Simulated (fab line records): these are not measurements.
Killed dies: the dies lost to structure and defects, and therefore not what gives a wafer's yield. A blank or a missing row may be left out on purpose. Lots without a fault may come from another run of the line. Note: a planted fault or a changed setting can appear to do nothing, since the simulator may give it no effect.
fab line records | flow sky130
record lots=24 wafers=72 last-day=50
route steps=708 shown METAL3@568 METAL4@599 METAL5@662 PASSIVATION@684
lots with no fault: from the same line, run without faults
start-h: hours from the record's first day to the start of the lot's first wafer shown | wait-h: hours since the lot's step before | " the same as in the row above | L1.1+2: several wafers, shown together as one row | - no value, or no start was given | * or withheld: withheld | < > ~ a bound
route shown NAME@n: names a module that has steps shown in the file, with the first one's number in the route | usual: mean and standard deviation over wafers with no fault | same: alike in all rows | chamber/n: place in a boat | sites: each site's reading | _std_site: standard deviation of those values | _edge_site: outer sites' mean less inner sites' | radius-mm: how far each site lies from the wafer's centre | mask NAME#n: copy n | behind: tool/chamber where the wafer was last shaped | hold: why the lot was held/for how many hours/how that ended | device: which transistor (n, p or np) failed to switch | end of line: tests run on the same wafers once the route is complete | where a step has no rows: the recipe by itself | killed: the dies lost at the first sort to structure and to defects; this is not the yield of the wafer | map: the dies of a wafer, with x for killed, . for not killed, _ for no die there
set.NAME: the setting the step ran with; set.NAME@STEP: the setting that earlier step ran with | model.NAME: the simulator's own value behind a step, which no gauge read
a sample of lots followed through the steps of the route, with each step as a table and each wafer as a row
services: a tool's chamber out of use, with start hour (start-h, from the record's first day; less than 0 if before it), hours out, and reason
## steps
# step SKY_METAL3_METAL_ETCH_18
# recipe target-depth-a=8450 stop-on=SiO2 over-etch-frac=0.3 time-s=183.1 chemistry=Cl2/BCl3 resist-sidewall-deg=88 pressure-mtorr=10 icp-w=900 bias-w=48.5 Cl2_flow_sccm=60 bcl3-flow-sccm=30
# usual chamber-pressure-mTorr=10.000/0.0084 drypump-motor-current-A=5.6/0.47 oes-product-au=0.866/0.0063 throttle-valve-pct=22.264/0.01
# same over-etch-frac=0.3
# columns lot.wafer tool chamber start-h wait-h chamber-pressure-mTorr drypump-motor-current-A oes-product-au rf-hours-counter-h throttle-valve-pct
L074.3 rie-metal-01 1 919.57 0.1 10.000 6.0 0.868 - 22.265
L074.4 " 0 " " 10.007 5.1 0.863 - 22.260
L074.5 " 1 " " 10.005 5.9 0.867 - 22.261
L075.2 rie-metal-02 1 928.56 0.0 9.995 5.8 0.878 16 22.259
L075.3 " 0 " " 10.011 6.3 0.857 - 22.254
L075.5 " 0 " " 9.997 6.2 0.867 - 22.277
L077.1 rie-metal-02 1 939.44 0.0 10.000 5.8 0.872 16 22.253
L077.2 " 0 " " 10.008 6.3 0.866 9 22.266
L077.6 " 0 " " 10.005 6.2 0.859 - 22.278
L076.4 rie-metal-01 1 941.45 0.1 9.997 5.9 0.869 - 22.258
L076.5 " 1 " " 9.991 5.9 0.871 - 22.290
L076.6 " 0 " " 9.999 5.1 0.866 - 22.253
L078.2 rie-metal-04 0 943.15 0.1 9.989 4.8 0.852 - 22.274
L078.3 " 0 " " 9.997 4.8 0.871 - 22.254
L078.4 " 0 " " 10.008 4.8 0.875 - 22.255
L079.1 rie-metal-01 0 946.10 0.0 10.013 5.1 0.860 5 22.255
L079.3 " 1 " " 10.003 5.9 0.879 - 22.257
L079.6 " 0 " " 10.002 5.1 0.862 - 22.266
L080.2 rie-metal-01 1 955.66 0.0 9.979 5.9 0.870 17 22.259
L080.5 " 0 " " 10.005 5.1 0.868 - 22.274
L080.6 " 1 " " 10.000 5.9 0.872 - 22.259
L081.1 rie-metal-01 0 959.01 0.0 10.017 5.1 0.866 6 22.278
L081.4 " 1 " " 9.984 5.9 0.860 - 22.260
L081.6 " 1 " " 10.008 5.9 0.867 - 22.265
L082.1 rie-metal-01 0 971.02 0.0 9.996 5.1 0.871 7 22.262
L082.5 " 1 " " 10.005 5.9 0.883 - 22.271
L082.6 " 0 " " 10.009 5.1 0.860 - 22.257
L083.2 rie-metal-04 1 975.10 0.1 9.981 5.8 0.870 - 22.249
L083.3 " 1 " " 9.995 5.8 0.865 - 22.267
L083.5 " 1 " " 9.997 5.8 0.861 - 22.258
L084.3 rie-metal-02 1 981.13 0.1 10.001 5.8 0.859 - 22.265
L084.4 " 0 " " 10.025 6.2 0.866 - 22.256
L084.6 " 0 " " 10.003 6.2 0.863 - 22.261
L085.1 rie-metal-04 1 984.46 0.0 9.982 5.8 0.866 2 22.257
L085.2 " 1 " " 9.993 5.7 0.859 - 22.263
L085.3 " 1 " " 10.007 5.8 0.865 - 22.256
L086.1 rie-metal-02 1 987.74 0.0 10.003 5.8 0.872 19 22.270
L086.4 " 0 " " 10.000 6.3 0.855 - 22.252
L086.5 " 1 " " 9.997 5.8 0.873 - 22.258
L088.1 rie-metal-04 0 1003.91 0.0 10.010 4.8 0.858 17 22.268
L088.3 " 1 " " 9.989 5.8 0.874 - 22.276
L088.5 " 1 " " 10.002 5.8 0.865 - 22.255
L087.2 rie-metal-04 1 1004.61 0.0 10.014 5.8 0.860 4 22.264
L087.3 " 1 " " 9.994 5.7 0.866 - 22.260
L087.4 " 0 " " 9.979 4.8 0.863 - 22.242
L089.3 rie-metal-04 1 1011.77 0.1 9.984 5.8 0.862 - 22.240
L089.4 " 0 " " 9.985 4.8 0.871 - 22.252
L089.6 " 1 " " 10.003 5.9 0.867 - 22.243
L091.1 rie-metal-01 1 1020.87 0.0 9.995 5.9 0.857 20 22.248
L091.3 " 1 " " 10.006 5.9 0.869 - 22.277
L091.6 " 0 " " 10.001 5.1 0.863 - 22.275
L092.1 rie-metal-04 1 1027.32 0.0 10.009 5.8 0.869 5 22.271
L092.5 " 0 " " 9.995 4.8 0.861 - 22.264
L092.6 " 1 " " 10.003 5.8 0.864 - 22.252
L090.1 rie-metal-01 0 1028.26 0.0 10.009 5.1 0.871 10 22.269
L090.3 " 0 " " 10.000 5.1 0.864 - 22.266
L090.6 " 0 " " 9.995 5.1 0.845 - 22.243
L093.2 rie-metal-01 0 1036.71 0.0 9.990 5.1 0.868 10 22.240
L093.3 " 0 " " 10.003 5.1 0.860 - 22.266
L093.6 " 0 " " 9.991 5.1 0.860 - 22.266
L094.2 rie-metal-02 1 1038.84 0.0 10.002 5.9 0.867 22 22.270
L094.5 " 1 " " 10.004 5.8 0.876 - 22.284
L094.6 " 0 " " 10.003 6.2 0.869 - 22.265
L095.2 rie-metal-04 1 1054.07 0.1 10.003 5.8 0.865 - 22.255
L095.4 " 1 " " 9.993 5.8 0.867 - 22.261
L095.5 " 1 " " 10.001 5.8 0.879 - 22.252
L096.3 rie-metal-01 1 1056.02 0.1 9.998 5.9 0.871 - 22.266
L096.4 " 0 " " 9.982 5.1 0.866 - 22.255
L096.5 " 0 " " 9.993 5.1 0.865 - 22.268
L097.1 rie-metal-01 1 1059.31 0.0 9.994 5.9 0.864 23 22.245
L097.3 " 1 " " 9.992 5.9 0.864 - 22.251
L097.5 " 0 " " 9.995 5.1 0.851 - 22.274
# step SKY_METAL4_SPUTTER_01
# recipe material=TiN target-thk-nm=20 power-w=6500 time-s=16.7 chamber-pressure-pa=0.4
# usual throttle-valve-pct=30.4/0.73
# columns lot.wafer tool chamber start-h wait-h throttle-valve-pct
L074.3 pvd-sputter-04 - 947.42 0.0 29.8
L074.4 " - " " 30.3
L074.5 " - " " 30.3
L075.2 pvd-sputter-02 - 955.67 0.0 31.8
L075.3 " - " " 29.2
L075.5 " - " " 31.6
L077.1 pvd-sputter-02 - 965.82 0.0 31.7
L077.2 " - " " 31.1
L077.6 " - " " 29.1
L076.4 pvd-sputter-04 - 968.57 0.0 30.6
L076.5 " - " " 29.7
L076.6 " - " " 30.2
L078.2 pvd-sputter-04 - 970.32 0.0 30.7
L078.3 " - " " 30.3
L078.4 " - " " 30.2
L079.1 pvd-sputter-04 - 973.21 0.0 30.2
L079.3 " - " " 30.3
L079.6 " - " " 29.8
L080.2 pvd-sputter-01 - 982.42 0.0 30.7
L080.5 " - " " 30.9
L080.6 " - " " 30.7
L081.1 pvd-sputter-01 - 997.52 11.5 30.2
L081.4 " - " " 30.7
L081.6 " - " " 30.7
L082.1 pvd-sputter-01 - 998.37 0.0 29.1
L082.5 " - " " 29.2
L082.6 " - " " 31.2
L083.2 pvd-sputter-01 - 1001.93 0.0 30.6
L083.3 " - " " 29.4
L083.5 " - " " 29.3
L084.3 pvd-sputter-01 - 1006.92 0.0 30.3
L084.4 " - " " 30.5
L084.6 " - " " 30.2
L085.1 pvd-sputter-04 - 1010.99 0.0 30.5
L085.2 " - " " 29.7
L085.3 " - " " 30.5
L086.1 pvd-sputter-01 - 1013.64 0.0 30.8
L086.4 " - " " 29.5
L086.5 " - " " 31.0
L088.1 pvd-sputter-04 - 1030.42 0.0 29.8
L088.3 " - " " 30.6
L088.5 " - " " 30.0
L087.2 pvd-sputter-01 - 1030.92 0.0 30.5
L087.3 " - " " 30.9
L087.4 " - " " 30.3
L089.3 pvd-sputter-01 - 1037.27 0.0 30.2
L089.4 " - " " 30.8
L089.6 " - " " 30.0
L091.1 pvd-sputter-01 - 1046.64 0.0 30.0
L091.3 " - " " 30.9
L091.6 " - " " 30.3
L092.1 pvd-sputter-04 - 1053.38 0.0 30.3
L092.5 " - " " 29.7
L092.6 " - " " 30.2
L090.1 pvd-sputter-04 - 1053.96 0.0 29.9
L090.3 " - " " 30.8
L090.6 " - " " 30.3
L093.2 pvd-sputter-04 - 1061.32 0.0 30.6
L093.3 " - " " 30.0
L093.6 " - " " 30.4
L094.2 pvd-sputter-02 - 1063.58 0.0 32.2
L094.5 " - " " 31.8
L094.6 " - " " 32.1
L095.2 pvd-sputter-01 - 1078.58 0.0 30.5
L095.4 " - " " 31.0
L095.5 " - " " 29.2
L096.3 pvd-sputter-02 - 1080.26 0.0 31.4
L096.4 " - " " 31.7
L096.5 " - " " 31.7
L097.1 pvd-sputter-04 - 1083.96 0.0 30.2
L097.3 " - " " 30.7
L097.5 " - " " 30.2
# step SKY_METAL4_SPUTTER_03
# recipe material=Ti target-thk-nm=5 power-w=3000 time-s=3.3 chamber-pressure-pa=0.4
# usual throttle-valve-pct=30.4/0.73
# columns lot.wafer tool chamber start-h wait-h throttle-valve-pct
L074.3 pvd-sputter-04 - 947.48 0.0 29.8
L074.4 " - " " 30.1
L074.5 " - " " 30.4
L075.2 pvd-sputter-02 - 955.74 0.0 32.0
L075.3 " - " " 29.4
L075.5 " - " " 31.5
L077.1 pvd-sputter-02 - 965.88 0.0 31.7
L077.2 " - " " 31.3
L077.6 " - " " 29.5
L076.4 pvd-sputter-04 - 968.63 0.0 30.5
L076.5 " - " " 29.8
L076.6 " - " " 30.5
L078.2 pvd-sputter-04 - 970.39 0.0 30.5
L078.3 " - " " 30.5
L078.4 " - " " 29.8
L079.1 pvd-sputter-04 - 973.28 0.0 30.1
L079.3 " - " " 30.2
L079.6 " - " " 29.8
L080.2 pvd-sputter-01 - 982.48 0.0 31.0
L080.5 " - " " 30.8
L080.6 " - " " 30.2
L081.1 pvd-sputter-01 - 997.58 0.0 30.3
L081.4 " - " " 30.9
L081.6 " - " " 30.6
L082.1 pvd-sputter-01 - 998.44 0.0 29.2
L082.5 " - " " 29.2
L082.6 " - " " 30.9
L083.2 pvd-sputter-01 - 1002.00 0.0 30.7
L083.3 " - " " 29.3
L083.5 " - " " 29.0
L084.3 pvd-sputter-01 - 1006.99 0.0 30.1
L084.4 " - " " 30.6
L084.6 " - " " 30.8
L085.1 pvd-sputter-04 - 1011.06 0.0 30.7
L085.2 " - " " 29.8
L085.3 " - " " 30.1
L086.1 pvd-sputter-01 - 1013.70 0.0 31.0
L086.4 " - " " 29.2
L086.5 " - " " 30.8
L088.1 pvd-sputter-04 - 1030.48 0.0 29.8
L088.3 " - " " 30.5
L088.5 " - " " 30.2
L087.2 pvd-sputter-01 - 1030.99 0.0 30.7
L087.3 " - " " 30.9
L087.4 " - " " 30.6
L089.3 pvd-sputter-01 - 1037.33 0.0 30.3
L089.4 " - " " 30.8
L089.6 " - " " 30.3
L091.1 pvd-sputter-01 - 1046.70 0.0 30.3
L091.3 " - " " 30.9
L091.6 " - " " 30.0
L092.1 pvd-sputter-04 - 1053.45 0.0 30.5
L092.5 " - " " 29.6
L092.6 " - " " 30.3
L090.1 pvd-sputter-04 - 1054.02 0.0 30.0
L090.3 " - " " 30.6
L090.6 " - " " 30.3
L093.2 pvd-sputter-04 - 1061.38 0.0 30.5
L093.3 " - " " 30.3
L093.6 " - " " 30.1
L094.2 pvd-sputter-02 - 1063.64 0.0 32.2
L094.5 " - " " 31.6
L094.6 " - " " 32.5
L096.3 pvd-sputter-02 - 1080.33 0.0 31.1
L096.4 " - " " 31.6
L096.5 " - " " 32.0
L095.2 pvd-sputter-01 - 1083.84 5.2 30.5
L095.4 " - " " 30.7
L095.5 " - " " 29.1
L097.1 pvd-sputter-04 - 1084.02 0.0 30.5
L097.3 " - " " 30.5
L097.5 " - " " 30.4
# step SKY_METAL5_SPUTTER_01
# recipe material=TiN target-thk-nm=20 power-w=6500 time-s=16.7 chamber-pressure-pa=0.4
# usual throttle-valve-pct=30.3/0.99
# columns lot.wafer tool chamber start-h wait-h throttle-valve-pct
L074.3 pvd-sputter-01 - 1022.79 0.0 30.1
L074.4 " - " " 29.3
L074.5 " - " " 29.4
L075.2 pvd-sputter-03 - 1030.06 0.0 29.9
L075.3 " - " " 30.8
L075.5 " - " " 28.5
L077.1 pvd-sputter-03 - 1039.63 0.0 28.5
L077.2 " - " " 30.3
L077.6 " - " " 30.7
L076.4 pvd-sputter-02 - 1041.12 0.0 29.0
L076.5 " - " " 31.1
L076.6 " - " " 29.2
L078.2 pvd-sputter-03 - 1042.62 0.0 28.2
L078.3 " - " " 30.5
L078.4 " - " " 30.5
L079.1 pvd-sputter-01 - 1047.31 0.0 30.4
L079.3 " - " " 30.7
L079.6 " - " " 30.6
L080.2 pvd-sputter-03 - 1056.01 0.0 30.5
L080.5 " - " " 28.6
L080.6 " - " " 30.4
L081.1 pvd-sputter-03 - 1068.87 0.0 30.2
L081.4 " - " " 30.7
L081.6 " - " " 28.6
L082.1 pvd-sputter-03 - 1070.78 0.0 30.4
L082.5 " - " " 30.4
L082.6 " - " " 28.6
L083.2 pvd-sputter-02 - 1073.03 0.0 31.9
L083.3 " - " " 32.1
L083.5 " - " " 31.4
L084.3 pvd-sputter-03 - 1077.80 0.0 30.9
L084.4 " - " " 28.1
L084.6 " - " " 30.3
L085.1 pvd-sputter-02 - 1081.18 0.0 29.1
L085.2 " - " " 31.8
L085.3 " - " " 31.4
L086.1 pvd-sputter-02 - 1084.26 0.0 31.7
L086.4 " - " " 32.2
L086.5 " - " " 32.2
L087.2 pvd-sputter-01 - 1100.14 0.0 30.3
L087.3 " - " " 30.5
L087.4 " - " " 29.1
L088.1 pvd-sputter-03 - 1100.43 0.0 30.0
L088.3 " - " " 30.4
L088.5 " - " " 30.6
L089.3 pvd-sputter-01 - 1104.21 0.0 30.2
L089.4 " - " " 31.0
L089.6 " - " " 30.6
L091.1 pvd-sputter-01 - 1114.02 0.0 30.4
L091.3 " - " " 29.1
L091.6 " - " " 30.4
L092.1 pvd-sputter-03 - 1119.64 0.0 28.4
L092.5 " - " " 30.2
L092.6 " - " " 31.1
L090.1 pvd-sputter-01 - 1120.28 0.0 30.8
L090.3 " - " " 29.4
L090.6 " - " " 29.4
L093.2 pvd-sputter-02 - 1128.31 0.0 29.1
L093.3 " - " " 31.6
L093.6 " - " " 31.4
L094.2 pvd-sputter-03 - 1130.83 0.0 30.6
L094.5 " - " " 30.3
L094.6 " - " " 30.6
L096.3 pvd-sputter-02 - 1145.70 0.0 31.3
L096.4 " - " " 32.1
L096.5 " - " " 31.6
L095.2 pvd-sputter-01 - 1148.58 0.0 30.6
L095.4 " - " " 30.3
L095.5 " - " " 30.7
L097.1 pvd-sputter-03 - 1149.78 0.0 30.8
L097.3 " - " " 28.4
L097.5 " - " " 28.3
# step SKY_PASSIVATION_THK_MEAS_03
# recipe reads=Si3N4_of_PASSIVATION_CVD_02
# usual PASSIVATION_CVD_02_THK=540/6.4
# columns lot.wafer tool chamber start-h wait-h PASSIVATION_CVD_02_THK[nm]
L074.3 film-metro-01 - 1047.05 - 534
L074.4 " - " " 546
L074.5 " - " " 545
L075.2 film-metro-03 - 1053.88 - 530
L075.3 " - " " 536
L075.5 " - " " 541
L077.1 film-metro-02 - 1062.43 - 543
L077.2 " - " " 538
L077.6 " - " " 541
L076.4 film-metro-02 - 1063.69 - 543
L076.5 " - " " 539
L076.6 " - " " 536
L078.2 film-metro-01 - 1064.92 - 544
L078.3 " - " " 537
L078.4 " - " " 545
L079.1 film-metro-01 - 1070.61 - 532
L079.3 " - " " 545
L079.6 " - " " 550
L080.2 film-metro-02 - 1078.36 - 535
L080.5 " - " " 548
L080.6 " - " " 547
L081.1 film-metro-03 - 1091.51 - 537
L081.4 " - " " 547
L081.6 " - " " 554
L082.1 film-metro-02 - 1093.50 - 531
L082.5 " - " " 540
L082.6 " - " " 543
L083.2 film-metro-02 - 1094.77 - 542
L083.3 " - " " 537
L083.5 " - " " 543
L084.3 film-metro-02 - 1099.74 - 534
L084.4 " - " " 542
L084.6 " - " " 534
L085.1 film-metro-01 - 1104.01 - 530
L085.2 " - " " 535
L085.3 " - " " 535
L086.1 film-metro-02 - 1106.98 - 534
L086.4 " - " " 543
L086.5 " - " " 540
L087.2 film-metro-02 - 1122.37 - 538
L087.3 " - " " 546
L087.4 " - " " 551
L088.1 film-metro-02 - 1122.50 - 530
L088.3 " - " " 536
L088.5 " - " " 547
L089.3 film-metro-03 - 1125.43 - 549
L089.4 " - " " 545
L089.6 " - " " 556
L091.1 film-metro-02 - 1134.91 - 529
L091.3 " - " " 547
L091.6 " - " " 547
L092.1 film-metro-01 - 1141.01 - 548
L092.5 " - " " 548
L092.6 " - " " 554
L090.1 film-metro-03 - 1141.29 - 532
L090.3 " - " " 531
L090.6 " - " " 546
L093.2 film-metro-01 - 1148.53 - 533
L093.3 " - " " 534
L093.6 " - " " 550
L094.2 film-metro-02 - 1151.18 - 528
L094.5 " - " " 536
L094.6 " - " " 538
L096.3 film-metro-02 - 1165.19 - 528
L096.4 " - " " 541
L096.5 " - " " 540
L095.2 film-metro-01 - 1167.08 - 538
L095.4 " - " " 551
L095.5 " - " " 549
L097.1 film-metro-02 - 1168.61 - 532
L097.3 " - " " 539
L097.5 " - " " 547
# step SKY_PASSIVATION_STRIP_12
# recipe chemistry=O2/N2 power-w=1400 pressure-mtorr=1500 platen-temp-c=withheld overash-fraction=0.7 o2-flow-sccm=3000 n2-flow-sccm=300
# usual chamber-pressure-mTorr=1500.0/1.4 drypump-motor-current-A=5.7/0.6 oes-product-au=0.661/0.0045 strip-time-to-endpoint-s=31.48/0.15
# columns lot.wafer tool chamber start-h wait-h chamber-pressure-mTorr drypump-motor-current-A oes-product-au rf-hours-counter-h strip-time-to-endpoint-s
L074.3 plasma-asher-03 0 1067.97 0.1 1502.0 4.9 0.660 - 31.70
L074.4 " 1 " " 1498.5 6.3 0.662 - 31.53
L074.5 " 1 " " 1500.4 6.3 0.655 - 31.59
L075.2 plasma-asher-01 0 1075.10 0.1 1498.1 6.4 0.666 33 31.64
L075.3 " 0 " " 1500.6 6.4 0.655 - 31.46
L075.5 " 0 " " 1498.1 6.4 0.659 - 31.58
L077.1 plasma-asher-03 1 1083.20 0.1 1499.1 6.3 0.660 95 31.43
L077.2 " 0 " " 1499.9 4.9 0.662 95 31.59
L077.6 " 0 " " 1499.9 4.9 0.656 - 31.48
L076.4 plasma-asher-03 0 1085.81 0.1 1501.7 4.9 0.658 - 31.30
L076.5 " 1 " " 1497.8 6.3 0.665 - 31.40
L076.6 " 0 " " 1498.4 4.9 0.658 - 31.33
L078.2 plasma-asher-03 0 1086.77 0.1 1499.8 4.9 0.661 96 31.44
L078.3 " 1 " " 1498.3 6.3 0.654 - 31.29
L078.4 " 0 " " 1501.1 4.9 0.655 - 31.58
L079.1 plasma-asher-03 0 1091.45 0.1 1500.4 4.9 0.662 96 31.53
L079.3 " 1 " " 1501.3 6.3 0.652 - 31.61
L079.6 " 1 " " 1500.7 6.3 0.660 - 31.70
L080.2 plasma-asher-02 0 1099.62 0.1 1500.1 4.9 0.655 66 31.47
L080.5 " 1 " " 1500.6 5.4 0.659 - 31.07
L080.6 " 0 " " 1501.9 4.9 0.659 - 31.44
L081.1 plasma-asher-01 1 1111.97 0.1 1498.8 5.6 0.661 36 31.38
L081.4 " 0 " " 1497.3 6.4 0.653 - 31.39
L081.6 " 1 " " 1496.2 5.6 0.662 - 31.42
L082.1 plasma-asher-01 1 1113.92 0.1 1501.4 5.6 0.669 37 31.48
L082.5 " 0 " " 1498.8 6.4 0.666 - 31.00
L082.6 " 1 " " 1500.3 5.6 0.656 - 31.35
L083.2 plasma-asher-02 1 1115.85 0.2 1499.4 5.4 0.669 68 31.64
L083.3 " 0 " " 1502.0 4.9 0.664 - 31.65
L083.5 " 1 " " 1498.2 5.4 0.665 - 31.70
L084.3 plasma-asher-02 0 1119.53 0.1 1500.1 4.9 0.657 - 31.54
L084.4 " 1 " " 1502.5 5.4 0.655 - 31.41
L084.6 " 0 " " 1500.9 4.9 0.670 - 31.41
L085.1 plasma-asher-01 0 1124.50 0.1 1499.4 6.4 0.670 38 31.45
L085.2 " 1 " " 1499.9 5.6 0.660 38 31.41
L085.3 " 0 " " 1500.0 6.4 0.653 - 31.16
L086.1 plasma-asher-01 0 1127.29 0.1 1499.2 6.4 0.665 38 31.40
L086.4 " 1 " " 1500.0 5.6 0.658 - 31.47
L086.5 " 0 " " 1498.6 6.4 0.653 - 31.41
L087.2 plasma-asher-01 1 1141.70 0.1 1499.8 5.6 0.662 39 31.45
L087.3 " 1 " " 1502.4 5.6 0.663 - 31.63
L087.4 " 0 " " 1500.9 6.4 0.658 - 31.38
L088.1 plasma-asher-03 0 1141.72 0.1 1500.6 4.9 0.656 101 31.46
L088.3 " 1 " " 1500.3 6.3 0.663 - 31.63
L088.5 " 1 " " 1499.9 6.3 0.652 - 31.45
L089.3 plasma-asher-02 1 1144.87 0.1 1498.5 5.4 0.651 - 31.30
L089.4 " 0 " " 1501.5 4.9 0.659 - 31.20
L089.6 " 0 " " 1500.4 4.9 0.659 - 31.32
L091.1 plasma-asher-01 1 1153.04 0.1 1499.1 5.6 0.660 40 31.35
L091.3 " 1 " " 1498.0 5.6 0.657 - 31.54
L091.6 " 1 " " 1500.5 5.6 0.662 - 31.55
L092.1 plasma-asher-01 0 1158.65 0.1 1501.5 6.4 0.661 41 31.68
L092.5 " 0 " " 1502.1 6.4 0.663 - 31.69
L092.6 " 1 " " 1502.4 5.6 0.657 - 31.44
L090.1 plasma-asher-03 0 1158.84 0.1 1501.0 4.9 0.667 102 31.61
L090.3 " 0 " " 1499.7 4.9 0.654 - 31.26
L090.6 " 0 " " 1501.9 4.9 0.659 - 31.51
L093.2 plasma-asher-03 0 1165.82 0.1 1499.8 4.9 0.663 103 31.64
L093.3 " 0 " " 1500.3 4.9 0.653 - 31.56
L093.6 " 0 " " 1500.7 4.9 0.660 - 31.32
L094.2 plasma-asher-01 0 1168.69 0.1 1497.2 6.4 0.660 42 31.61
L094.5 " 0 " " 1499.8 6.4 0.656 - 31.51
L094.6 " 1 " " 1500.8 5.6 0.656 - 31.31
L096.3 plasma-asher-01 1 1181.21 0.1 1500.0 5.6 0.663 - 31.35
L096.4 " 0 " " 1499.1 6.3 0.661 - 31.46
L096.5 " 1 " " 1500.4 5.6 0.666 - 31.41
L095.2 plasma-asher-02 0 1184.15 0.1 1497.9 4.9 0.663 74 31.22
L095.4 " 0 " " 1500.4 5.0 0.660 - 31.71
L095.5 " 0 " " 1500.2 5.0 0.663 - 31.43
L097.1 plasma-asher-02 1 1185.50 0.1 1498.9 5.4 0.671 75 31.77
L097.3 " 0 " " 1500.5 5.0 0.661 - 31.45
L097.5 " 1 " " 1500.5 5.4 0.656 - 31.56
## services
# columns tool chamber start-h hours kind
rie-metal-04 - 902.57 0.6 repair
pvd-sputter-03 - 904.73 0.5 repair
plasma-asher-01 - 905.04 2.8 pm
pvd-sputter-01 0 918.64 - consumable-replace:kit
pvd-sputter-01 0 918.64 18.0 scheduled-down
pvd-sputter-01 0 918.64 18.0 vent-cycle
plasma-asher-02 - 918.72 3.2 repair
pvd-sputter-04 - 925.62 4.7 repair
plasma-asher-02 - 943.61 5.7 repair
pvd-sputter-01 - 948.52 2.6 repair
pvd-sputter-04 - 954.48 9.7 repair
pvd-sputter-01 - 959.56 3.6 repair
rie-metal-04 0 972.85 15.9 repair
plasma-asher-01 - 975.79 6.1 repair
plasma-asher-01 - 1020.89 3.7 repair
pvd-sputter-01 3 1027.14 - consumable-replace:kit
pvd-sputter-01 3 1027.14 18.0 scheduled-down
pvd-sputter-01 3 1027.14 18.0 vent-cycle
pvd-sputter-04 - 1062.22 9.8 repair
pvd-sputter-01 2 1084.10 - consumable-replace:kit
rie-metal-01 - 1106.04 1.6 repair
rie-metal-01 - 1130.77 2.8 pm
pvd-sputter-03 - 1137.51 1.7 repair
pvd-sputter-01 - 1155.37 4.7 repair
## key
fault none
